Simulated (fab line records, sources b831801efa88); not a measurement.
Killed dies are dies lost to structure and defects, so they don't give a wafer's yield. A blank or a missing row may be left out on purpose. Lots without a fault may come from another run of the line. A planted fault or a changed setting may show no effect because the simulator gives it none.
Which tool did it? | flow gf180mcu | 7 lots, 21 wafers sampled, at 1 step of a route of 602

WHAT THE GAUGES READ, wafer by wafer
GF_POLY_GATE_CD_MEAS_18.
lot  | measured     | on        | cd_nm (nm)
L271 | day 9 10:41  | cd_sem-01 | 278.0 281.0 280.5
L274 | day 9 22:55  | cd_sem-01 | 280.9 283.6 282.6
L281 | day 12 19:17 | cd_sem-02 | 281.7 280.8 280.3
L285 | day 13 14:51 | cd_sem-01 | 281.8 281.5 280.3
L287 | day 13 19:31 | cd_sem-01 | 281.3 280.2 277.0
L292 | day 15 22:25 | cd_sem-01 | 281.7 279.4 278.6
L294 | day 16 19:27 | cd_sem-01 | 278.9 277.7 277.0

WHICH TOOL RAN EACH LOT (tool, then ch and the chambers of the sampled wafers, then the start)
The record holds no process step before these readings.

THE ANSWER, worked out from the rows above alone
Rule: what is usual is taken from the lots themselves. Put in order of their means at a reading, lots are off if they are a third of the lots or fewer, leave a main group of 4 or more, and stand apart from it by a gap of 3 or more times the standard deviation of the main group's means; of several such gaps the widest counts. A main group whose means are all the same, to the digits that the tables above print for the reading, isn't used. A lot without any number at a reading at which 4 lots or more have one is off too. The other lots that the step has rows for count as sound.
No lot is off at any reading shown: from this, nothing can be told.

WHAT THE SIMULATOR HAD PUT IN
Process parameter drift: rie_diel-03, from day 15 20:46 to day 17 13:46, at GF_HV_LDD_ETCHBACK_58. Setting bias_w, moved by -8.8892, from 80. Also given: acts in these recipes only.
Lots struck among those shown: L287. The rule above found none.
